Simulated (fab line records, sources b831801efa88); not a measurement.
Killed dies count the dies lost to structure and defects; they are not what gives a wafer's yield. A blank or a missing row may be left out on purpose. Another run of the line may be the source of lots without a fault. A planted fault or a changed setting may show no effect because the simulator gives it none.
fab line records	flow sky130
record: lots: 6	wafers: 18	last_day: 49
route steps=708 shown METAL5@669 PASSIVATION@681
lots that met no fault: from a run of the same line without faults
start_h: hours from the record's opening day to when the first of the lot's shown wafers began	wait_h: how many hours have passed since the lot's step before this one	" the same as in the row above	L1.1+2: a row that stands for several wafers	- no value present, or no start provided	* or withheld: withheld	< > ~ a bound
route shown NAME@n: names a module that has steps shown in the file, with the first one's number in the route	usual: mean/standard deviation taken from wafers without a fault	same: alike in all rows	chamber/n: place in a boat	sites: each site's reading	_std_site: standard deviation across them	_edge_site: mean of outer sites minus mean of inner sites	radius_mm: for every site, how far away it sits from the centre of the wafer	mask NAME#n: copy n	behind: the tool/chamber that last shaped the wafer	hold: cause of the lot's hold/its duration in hours/its outcome	device: the transistor (n, p or np) that didn't switch	end of line: tests of these same wafers at the route's end	step lacking rows: just its recipe	killed: dies that structure and defects cost at the first sort, which is not the same as the wafer's yield	map: dies across one wafer; x = killed, . = not, _ = none there
set.NAME: the setting the step ran with; set.NAME@STEP: the setting that earlier step ran with	model.NAME: the simulator's own value behind a step, which no gauge read
a table for each step, a row for each wafer; lots at some steps of the route
services: a tool's chamber out of use, with start hour (start_h, from the record's first day; less than 0 if before it), hours out, and reason
== steps ==
step: SKY_METAL5_HMDS_08
recipe: prime_time_s: 60	prime_temp_c: 120
step: SKY_METAL5_COAT_09
recipe: resist: NOVOLAK	spin_rpm: 3000	resist_thk_nm: 1800
step: SKY_METAL5_SOFTBAKE_10
recipe: temp_c: 90	time_s: 61.79	resist: NOVOLAK
usual: plate_sensor_t_centre_C: 90.758/0.0099	plate_sensor_t_edge_C: 90.830/0.011
lot.wafer	tool	chamber	start_h	wait_h	plate_sensor_t_centre_C	plate_sensor_t_edge_C
L389.2	litho_track-03	0	1037.92	0.1	90.752	90.837
L389.5	"	0	"	"	90.753	90.832
L389.6	"	0	"	"	90.762	90.831
L392.2	litho_track-03	0	1053.57	0.1	90.759	90.838
L392.4	"	0	"	"	90.773	90.820
L392.5	"	0	"	"	90.750	90.821
L398.1	litho_track-04	0	1091.16	0.1	90.772	90.827
L398.2	"	0	"	"	90.760	90.838
L398.5	"	0	"	"	90.759	90.808
L399.1	litho_track-04	0	1102.71	0.1	90.763	90.835
L399.2	"	0	"	"	90.749	90.815
L399.5	"	0	"	"	90.734	90.823
L401.1	litho_track-01	0	1116.47	0.1	90.771	90.824
L401.4	"	0	"	"	90.758	90.834
L401.6	"	0	"	"	90.764	90.829
L404.2	litho_track-04	0	1127.24	0.1	90.761	90.840
L404.4	"	0	"	"	90.751	90.835
L404.6	"	0	"	"	90.737	90.848
step: SKY_METAL5_EXPOSE_11
recipe: mask_id: MM5	na: 0.6	source_shape: conventional	sigma_outer: 0.6	polarization: unpolarized	target_cd_nm: 1600	dose_mj: 190
step: SKY_METAL5_PEB_12
recipe: temp_c: withheld	time_s: *	resist: NOVOLAK
step: SKY_METAL5_DEVELOP_13
recipe: resist: NOVOLAK	developer: TMAH	develop_time_s: 60	dev_temp_c: 23
step: SKY_METAL5_DESCUM_14
recipe: chemistry: O2	source_power_w: 150	bias_power_w: 0	pressure_mtorr: 10	temp_c: 40	time_s: 11
usual: drypump_motor_current_A: 5.7/0.55	oes_product_au: 1.000/0.0094
lot.wafer	tool	chamber	start_h	wait_h	drypump_motor_current_A	oes_product_au	rf_hours_counter_h
L389.2	rie_metal-01	0	1048.74	0.1	6.4	1.010	24
L389.5	"	0	"	"	6.4	1.005	-
L389.6	"	1	"	"	6.4	0.999	-
L392.2	rie_metal-04	0	1064.11	0.1	6.0	0.991	18
L392.4	"	0	"	"	6.0	0.995	-
L392.5	"	1	"	"	5.5	1.001	-
L398.1	rie_metal-01	1	1101.37	0.1	6.4	1.001	24
L398.2	"	0	"	"	6.4	0.999	1
L398.5	"	1	"	"	6.4	1.005	-
L399.1	rie_metal-04	1	1112.74	0.1	5.5	1.002	21
L399.2	"	0	"	"	5.9	0.992	22
L399.5	"	1	"	"	5.5	0.996	-
L401.1	rie_metal-02	0	1126.07	0.1	5.2	0.996	23
L401.4	"	1	"	"	5.0	1.010	-
L401.6	"	0	"	"	5.2	0.995	-
L404.2	rie_metal-01	1	1136.76	0.1	6.4	1.000	26
L404.4	"	1	"	"	6.4	0.988	-
L404.6	"	1	"	"	6.4	1.003	-
step: SKY_METAL5_METAL_ETCH_15
recipe: target_depth_a: 12600	stop_on: SiO2	over_etch_frac: 0.2	time_s: 252	chemistry: Cl2/BCl3	resist_sidewall_deg: 86	pressure_mtorr: 10	icp_w: 900	bias_w: 48.5	Cl2_flow_sccm: 60	bcl3_flow_sccm: 30
usual: drypump_motor_current_A: 5.7/0.56	mfc_cl2_sccm: 59.99/0.17	oes_product_au: 0.894/0.0053	throttle_valve_pct: 22.263/0.0098
lot.wafer	tool	chamber	start_h	wait_h	drypump_motor_current_A	mfc_cl2_sccm	oes_product_au	rf_hours_counter_h	throttle_valve_pct
L389.2	rie_metal-01	0	1048.78	0.0	6.4	60.09	0.894	24	22.265
L389.5	"	0	"	"	6.4	60.12	0.893	-	22.258
L389.6	"	1	"	"	6.4	59.93	0.893	-	22.263
L392.2	rie_metal-04	0	1064.14	0.0	5.9	60.26	0.896	18	22.267
L392.4	"	0	"	"	5.9	60.09	0.897	-	22.269
L392.5	"	1	"	"	5.5	60.27	0.892	-	22.264
L398.1	rie_metal-01	1	1101.41	0.0	6.5	60.12	0.894	24	22.265
L398.2	"	0	"	"	6.4	59.77	0.892	1	22.265
L398.5	"	1	"	"	6.4	59.90	0.900	-	22.254
L399.1	rie_metal-04	1	1112.79	0.0	5.5	60.20	0.901	21	22.262
L399.2	"	0	"	"	6.0	60.02	0.892	22	22.256
L399.5	"	1	"	"	5.5	60.31	0.895	-	22.265
L401.1	rie_metal-02	0	1126.11	0.0	5.2	60.04	0.887	23	22.260
L401.4	"	1	"	"	5.0	59.89	0.897	-	22.261
L401.6	"	0	"	"	5.2	60.16	0.885	-	22.266
L404.2	rie_metal-01	1	1136.80	0.0	6.4	59.99	0.895	26	22.283
L404.4	"	1	"	"	6.5	60.05	0.889	-	22.254
L404.6	"	1	"	"	6.4	60.12	0.890	-	22.260
step: SKY_METAL5_STRIP_16
recipe: chemistry: O2/N2	power_w: 1400	pressure_mtorr: 1500	platen_temp_c: withheld	o2_flow_sccm: 3000	n2_flow_sccm: 300	overash_fraction: 0.5
usual: drypump_motor_current_A: 5.68/0.22	oes_product_au: 0.710/0.0043	strip_time_to_endpoint_s: 13.07/0.13
lot.wafer	tool	chamber	start_h	wait_h	drypump_motor_current_A	oes_product_au	rf_hours_counter_h	strip_time_to_endpoint_s
L389.2	plasma_asher-03	0	1049.01	0.2	5.66	0.719	116	12.87
L389.5	"	1	"	"	5.62	0.711	-	12.89
L389.6	"	0	"	"	5.70	0.703	-	13.02
L392.2	plasma_asher-03	0	1064.38	0.2	5.66	0.705	0	13.29
L392.4	"	1	"	"	5.69	0.707	-	13.28
L392.5	"	0	"	"	5.68	0.711	-	13.09
L398.1	plasma_asher-03	1	1101.64	0.2	5.68	0.713	3	13.03
L398.2	"	0	"	"	5.67	0.718	3	12.98
L398.5	"	0	"	"	5.67	0.710	-	13.00
L399.1	plasma_asher-03	0	1113.10	0.2	5.71	0.703	4	12.81
L399.2	"	1	"	"	5.67	0.714	4	13.06
L399.5	"	0	"	"	5.69	0.709	-	12.95
L401.1	plasma_asher-02	1	1126.34	0.2	6.12	0.705	41	13.25
L401.4	"	0	"	"	5.24	0.713	-	13.08
L401.6	"	0	"	"	5.23	0.711	-	13.20
L404.2	plasma_asher-04	1	1137.03	0.2	5.52	0.712	101	12.92
L404.4	"	0	"	"	5.84	0.704	-	12.96
L404.6	"	0	"	"	5.86	0.715	-	12.93
step: SKY_METAL5_STRIP_17
recipe: chemistry: post_etch_residue_remover	time_s: 1200	temp_c: 72.5
step: SKY_METAL5_CLEAN_18
recipe: chemistry: IPA	time_s: 180	temp_c: 25
step: SKY_METAL5_CLEAN_19
recipe: chemistry: O3/DIW	dry: n2_spin
step: SKY_PASSIVATION_CVD_00
recipe: material: SiO2	target_thk_nm: 90	temp_c: 400	time_s: withheld	rf_w: 600
usual: heater_power_w: 672/130
lot.wafer	tool	chamber	start_h	wait_h	heater_power_w
L389.2	pecvd-04	1	1049.65	0.0	727
L389.5	"	1	"	"	729
L389.6	"	2	"	"	635
L392.2	pecvd-03	1	1064.97	0.0	803
L392.4	"	2	"	"	495
L392.5	"	0	"	"	734
L398.1	pecvd-03	0	1102.24	0.0	659
L398.2	"	2	"	"	604
L398.5	"	2	"	"	618
L399.1	pecvd-02	0	1113.71	0.0	680
L399.2	"	2	"	"	910
L399.5	"	1	"	"	447
L401.1	pecvd-03	0	1126.97	0.0	684
L401.4	"	0	"	"	680
L401.6	"	2	"	"	476
L404.2	pecvd-02	2	1137.74	0.0	870
L404.4	"	0	"	"	705
L404.6	"	2	"	"	848
step: SKY_PASSIVATION_THK_MEAS_01
recipe: reads: SiO2_of_PASSIVATION_CVD_00
usual: PASSIVATION_CVD_00_THK: 89.7/1.2
lot.wafer	tool	chamber	start_h	wait_h	PASSIVATION_CVD_00_THK[nm]
L389.2	film_metro-04	-	1049.68	-	89.7
L389.5	"	-	"	"	91.1
L389.6	"	-	"	"	90.4
L392.2	film_metro-03	-	1065.00	-	90.2
L392.4	"	-	"	"	90.5
L392.5	"	-	"	"	91.1
L398.1	film_metro-02	-	1102.26	-	75.4
L398.2	"	-	"	"	91.0
L398.5	"	-	"	"	93.3
L399.1	film_metro-03	-	1113.73	-	89.1
L399.2	"	-	"	"	88.2
L399.5	"	-	"	"	90.4
L401.1	film_metro-02	-	1126.99	-	77.1
L401.4	"	-	"	"	77.1
L401.6	"	-	"	"	90.6
L404.2	film_metro-04	-	1137.77	-	87.4
L404.4	"	-	"	"	89.6
L404.6	"	-	"	"	89.1
step: SKY_PASSIVATION_CVD_02
recipe: material: Si3N4	target_thk_nm: 540	temp_c: 400	time_s: withheld	rf_w: 450
usual: heater_power_w: 712/110
lot.wafer	tool	chamber	start_h	wait_h	heater_power_w
L389.2	pecvd-02	2	1049.73	0.0	856
L389.5	"	1	"	"	546
L389.6	"	0	"	"	728
L392.2	pecvd-02	1	1065.05	0.0	582
L392.4	"	0	"	"	678
L392.5	"	2	"	"	954
L398.1	pecvd-04	2	1102.32	0.1	763
L398.2	"	1	"	"	719
L398.5	"	2	"	"	639
L399.1	pecvd-03	2	1113.79	0.1	568
L399.2	"	0	"	"	791
L399.5	"	2	"	"	609
L401.1	pecvd-02	1	1127.05	0.1	581
L401.4	"	2	"	"	840
L401.6	"	0	"	"	793
L404.2	pecvd-04	2	1137.82	0.0	726
L404.4	"	2	"	"	736
L404.6	"	0	"	"	653
== services ==
tool	chamber	start_h	hours	kind
pecvd-02	-	1025.83	6.0	pm
pecvd-02	0	1029.32	5.5	scheduled_down
rie_metal-02	-	1053.82	0.5	repair
plasma_asher-03	-	1055.25	9.0	pm
plasma_asher-03	0	1055.25	9.0	vent_cycle
plasma_asher-03	1	1055.25	9.0	vent_cycle
rie_metal-02	-	1062.40	14.6	pm
plasma_asher-03	0	1064.25	-	clean
plasma_asher-03	1	1064.25	-	clean
pecvd-03	2	1065.01	20.4	repair
rie_metal-01	0	1070.29	-	clean
rie_metal-01	0	1070.29	19.3	scheduled_down
rie_metal-01	0	1070.29	19.3	vent_cycle
plasma_asher-02	-	1075.28	0.8	repair
pecvd-03	-	1083.99	2.2	repair
pecvd-03	1	1103.63	16.5	scheduled_down
rie_metal-01	-	1109.55	0.8	repair
pecvd-04	-	1120.80	1.7	repair
plasma_asher-04	-	1121.70	2.8	pm
plasma_asher-02	-	1127.48	2.8	pm
pecvd-04	-	1134.49	0.7	repair
== key ==
first_sign: step: SKY_PASSIVATION_THK_MEAS_01	reading: PASSIVATION_CVD_00_THK	direction: down	sigmas: 11	usual: 89.7	struck: 76.5
effect none on later readings
met_at SKY_PASSIVATION_CVD_00
struck_wafers L398.1,L401.1,L401.4
onset_between 1064.97 1102.24
fault: kind: site_profile_drift	tool: pecvd-03	chamber: 0	onset_h: 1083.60	steps: SKY_PASSIVATION_CVD_00	basis: fraction	max_abs_drift: 0.33947	slope_share_per_hr: 75.437	site_pattern: 0,0,0,0,0,-1,-1,-1,-1
